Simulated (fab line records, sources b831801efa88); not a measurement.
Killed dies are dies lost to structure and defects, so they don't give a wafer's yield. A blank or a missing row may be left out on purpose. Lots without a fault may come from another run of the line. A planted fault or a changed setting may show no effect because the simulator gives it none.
Split-lot experiment | flow sky130 | 5 lots, 23 wafers read, on a route of 708 steps

THE SPLIT
At SKY_VIA4_HDPCVD_00 (deposits SiO2, target thk 1750 nm, time 291.7 s), the setting time_s was moved away from the recipe's 291.7 s on 8 of the 23 wafers read, by -11.9% to +12.8%. The other wafers ran this setting at the recipe's value.

The file shows no step between the split and the reading.

THE READING
VIA4_HDPCVD_THK, in nm, at SKY_VIA4_THK_MEAS_01. Fault-free wafers of this fab line usually give 1748 nm, standard deviation 18 nm.

wafer  | tool, chamber at the split | time_s as run, s | against the recipe | VIA4_HDPCVD_THK, nm | against lot-mates on the recipe
L078.2 | hdpcvd-02, 0               | 291.7            | recipe             | 1738                | -
L078.3 | hdpcvd-02, 2               | 291.7            | recipe             | 1716                | -
L078.6 | hdpcvd-02, 0               | 291.7            | recipe             | 1723                | -
L079.1 | hdpcvd-02, 0,2             | 329              | +12.8%             | 1981                | +208
L079.2 | hdpcvd-02, 2               | 291.7            | recipe             | 1770                | -
L079.4 | hdpcvd-02, 0               | 329              | +12.8%             | 1979                | +206
L079.5 | hdpcvd-02, 0,2             | 329              | +12.8%             | 1989                | +216
L079.6 | hdpcvd-02, 0               | 291.7            | recipe             | 1777                | -
L080.1 | hdpcvd-02, 1               | 291.7            | recipe             | 1752                | -
L080.2 | hdpcvd-02, 0               | 291.7            | recipe             | 1762                | -
L080.4 | hdpcvd-02, 0               | 291.7            | recipe             | 1775                | -
L080.5 | hdpcvd-02, 2               | 257              | -11.9%             | 1527                | -236
L080.6 | hdpcvd-02, 1               | 257              | -11.9%             | 1522                | -241
L081.1 | hdpcvd-01, 1,1,0           | 291.7            | recipe             | 1753                | -
L081.2 | hdpcvd-01, 0               | 291.7            | recipe             | 1769                | -
L081.3 | hdpcvd-01, 2               | 291.7            | recipe             | 1730                | -
L081.4 | hdpcvd-01, 1,1,0           | 291.7            | recipe             | 1750                | -
L081.5 | hdpcvd-01, 1,1,0           | 291.7            | recipe             | 1745                | -
L085.1 | hdpcvd-01, 2               | 291.7            | recipe             | 1752                | -
L085.2 | hdpcvd-01, 0,1             | 327.5            | +12.3%             | 1985                | +224
L085.3 | hdpcvd-01, 1               | 291.7            | recipe             | 1771                | -
L085.4 | hdpcvd-01, 0               | 327.5            | +12.3%             | 1974                | +212
L085.5 | hdpcvd-01, 0,1             | 327.5            | +12.3%             | 1960                | +198
Where a row lists several chambers, the file gives one row for several wafers and doesn't say which wafer went through which chamber.

THE FIT
A straight line over all 23 wafers: VIA4_HDPCVD_THK changes by +18.4 nm for each +1% of time_s; r = +0.99; the points scatter about the line by 16 nm.
The same after taking each lot's own level away (the mean of its wafers on the recipe; 23 wafers): +17.8 nm for each +1%; r = +0.99; scatter 13 nm.
On that fit, the largest move of time_s shifts the reading by 2.3e+02 nm.
The lots' own levels span 1725.7 to 1773.5 nm, that is 2.7 times the standard deviation above.
So the lot-to-lot level changes the slope little: the two slopes agree.
Check: with one of the wafers moved furthest among these (+12.8%) left out of the fit, the line predicts +224 nm for it against its lot-mates. It came out at +208 nm against them.

OTHER SPLITS ON THESE WAFERS
These wafers also went through other splits before the reading. Each is held against what the fit with the lots' levels taken away leaves over:
other split on the same wafers   | wafers away from the commonest value | r with VIA4_HDPCVD_THK (lot level and that fit taken away)
SKY_VIA2_ETCH_14 bias_w          | 7                                    | +0.37
SKY_VIA2_CMP_24 t_overpolish_s   | 10                                   | +0.17
SKY_CAPM_DEVELOP_11 dev_temp_c   | 9                                    | +0.18
SKY_METAL3_COAT_08 resist_thk_nm | 7                                    | +0.40
SKY_METAL3_ETCH_16 bias_w        | 6                                    | +0.41
SKY_VIA3_HDPCVD_00 time_s        | 10                                   | -0.33
SKY_VIA3_ETCH_14 time_s          | 5                                    | +0.06
SKY_VIA3_SPUTTER_20 power_w      | 5                                    | -0.11
SKY_METAL4_SPUTTER_04 power_w    | 11                                   | +0.03

THE WHOLE CHAIN: every reading that the file lists as answering this split, in the file's order
step                 | what it does                                    | reading                                                                        | change (the file's fit)              | r (the file's)
SKY_VIA4_HDPCVD_00   | deposits SiO2, target thk 1750 nm, time 291.7 s | SiO2_of_VIA4_HDPCVD_00.thk_nm (the simulator's own value, which no gauge read) | +17.4 nm for each +1% of the setting | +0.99
SKY_VIA4_THK_MEAS_01 |                                                 | VIA4_HDPCVD_THK                                                                | +17.8 for each +1% of the setting    | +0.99

THE FILE'S OWN FIT
VIA4_HDPCVD_THK changes by +17.8 nm for each +1% of time_s, r = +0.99.
